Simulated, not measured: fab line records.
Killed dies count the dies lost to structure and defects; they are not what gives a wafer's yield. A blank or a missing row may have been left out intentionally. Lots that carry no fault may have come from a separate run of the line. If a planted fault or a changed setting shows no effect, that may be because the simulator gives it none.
What tool caused it? -- flow gf180mcu -- Sampling: 16 lots, 48 wafers, 4 of 602 route steps

## WHAT EACH GAUGE READ, for each wafer
GF_STI_THK_MEAS_22.
lot,measured,on,STI_OXIDATION_01_THK (nm)
L327,day 2 02:28,film-metro-04,15.02 15.14 15.19
L328,day 2 08:38,film-metro-03,15.24 15.05 15.43
L329,day 2 13:43,film-metro-03,14.75 14.96 14.46
L330,day 2 18:26,film-metro-02,14.85 14.91 14.93
L333,day 3 10:01,film-metro-03,14.91 15.14 14.88
L334,day 3 16:26,film-metro-04,14.91 15.08 15.13
L335,day 3 22:34,film-metro-02,15.06 14.93 15.10
L336,day 4 02:01,film-metro-04,15.09 15.14 15.12
L337,day 4 07:04,film-metro-03,15.19 15.11 15.28
L338,day 4 12:06,film-metro-02,15.11 15.29 15.18
L340,day 4 22:23,film-metro-04,15.36 15.04 15.46
L341,day 5 02:56,film-metro-02,14.72 15.03 14.88
L343,day 5 15:47,film-metro-03,14.88 15.06 15.01
L344,day 5 19:29,film-metro-02,15.35 15.23 15.39
L345,day 6 01:28,film-metro-03,14.90 14.98 14.91
L346,day 6 05:46,film-metro-04,15.10 14.96 14.66

GF_VT_IMPLANT_TW_MEAS_21.
lot,measured,on,VT_IMPLANT_2_TW
L327,day 6 07:27,film-metro-01,1188 1185 1188
L328,day 6 12:13,film-metro-02,1230 1227 1230
L329,day 6 17:41,film-metro-01,1190 1187 1190
L330,day 6 23:38,film-metro-04,1212 1211 1217
L333,day 7 18:07,film-metro-02,1226 1224 1224
L334,day 8 04:20,film-metro-04,1223 1221 1227
L335,day 8 08:50,film-metro-02,1221 1231 1226
L336,day 8 17:25,film-metro-01,1197 1177 1184
L337,day 8 21:42,film-metro-04,1220 1220 1226
L338,day 9 07:17,film-metro-04,1226 1227 1216
L340,day 9 18:12,film-metro-01,1194 1199 1198
L341,day 9 21:40,film-metro-01,1198 1196 1196
L343,day 10 15:13,film-metro-02,700 702 704
L344,day 10 20:59,film-metro-01,684 684 685
L345,day 11 03:32,film-metro-01,686 682 683
L346,day 11 09:48,film-metro-02,709 703 703

GF_POLY_GATE_OVL_MEAS_11.
lot,measured,on,POLY_GATE_OVL (nm)
L327,day 9 06:14,overlay-02,-2 -4 -4
L328,day 9 11:42,overlay-02,-3 4 -3
L329,day 9 19:20,overlay-01,12 13 11
L330,day 10 00:53,overlay-01,-3 -12 -7
L333,day 10 21:10,overlay-01,-2 -2 10
L334,day 11 08:43,overlay-02,2 4 5
L335,day 11 15:22,overlay-01,1 -11 -8
L336,day 12 01:06,overlay-02,4 0 5
L337,day 12 04:19,overlay-01,2 0 3
L338,day 12 15:26,overlay-02,3 -1 7
L340,day 13 04:46,overlay-01,6 6 8
L341,day 13 07:44,overlay-02,-1 6 5

## TOOL THAT RAN EACH LOT (tool first, then ch and the chambers of the sampled wafers, then the start)
lot,GF_VT_IMPLANT_IMPLANT_19
L327,"implanter-04 ch 0, day 6 07:14"
L328,"implanter-01 ch 0, day 6 11:58"
L329,"implanter-01 ch 0, day 6 17:27"
L330,"implanter-01 ch 0, day 6 23:23"
L333,"implanter-04 ch 0, day 7 17:52"
L334,"implanter-03 ch 0, day 8 04:05"
L335,"implanter-04 ch 0, day 8 08:37"
L336,"implanter-01 ch 0, day 8 17:10"
L337,"implanter-04 ch 0, day 8 21:29"
L338,"implanter-03 ch 0, day 9 07:03"
L340,"implanter-01 ch 0, day 9 17:59"
L341,"implanter-04 ch 0, day 9 21:28"
L343,"implanter-04 ch 0, day 10 14:58"
L344,"implanter-01 ch 0, day 10 20:45"
L345,"implanter-04 ch 0, day 11 03:17"
L346,"implanter-04 ch 0, day 11 09:33"
- GF_VT_IMPLANT_IMPLANT_19

## WHAT THE TOOLS THEMSELVES READ (means of the sampled wafers that have a number; where no wafer has one, the mark that the record gives instead)
GF_VT_IMPLANT_IMPLANT_19.
lot,tool,faraday-current-uA
L327,implanter-04,25.1
L328,implanter-01,24.5
L329,implanter-01,24.3
L330,implanter-01,24.4
L333,implanter-04,24.5
L334,implanter-03,24.3
L335,implanter-04,24.4
L336,implanter-01,24.2
L337,implanter-04,24.7
L338,implanter-03,24.3
L340,implanter-01,24.3
L341,implanter-04,24.0
L343,implanter-04,24.9
L344,implanter-01,25.0
L345,implanter-04,24.2
L346,implanter-04,24.5

## THE ANSWER, worked out from the rows above alone
Rule: usual is defined by the lots themselves. The widest of any qualifying gaps counts: lots, ordered by their means at a reading, are off when they make up no more than a third of the lots, leave a main group of 4 or more, and stand apart from it by 3 or more times the standard deviation of that group's means. Not used: any main group whose means are identical at the precision the tables above print for the reading. Also off: a lot with no number at a reading for which 4 or more lots have one. Any other lot the step has rows for is counted as sound. After the gauges, taken in route order, come the tools' own readings; for these a lot's mean is taken, as printed above. At the first step where some lot is off, the reading lying furthest off is the one used; lots without a number count as furthest.
Off: at GF_VT_IMPLANT_TW_MEAS_21 (VT_IMPLANT_2_TW), L343, L344, L345, L346. The main group: mean 1210, standard deviation 16.
If a tool, at a process step before that reading, ran all the lots that are off and no sound lot after the first of them, it fits. Gauges at GF_VT_IMPLANT_TW_MEAS_21: tried the same way as those tools. No candidate that was tried fits.

## WHAT WAS PUT IN BY THE SIMULATOR
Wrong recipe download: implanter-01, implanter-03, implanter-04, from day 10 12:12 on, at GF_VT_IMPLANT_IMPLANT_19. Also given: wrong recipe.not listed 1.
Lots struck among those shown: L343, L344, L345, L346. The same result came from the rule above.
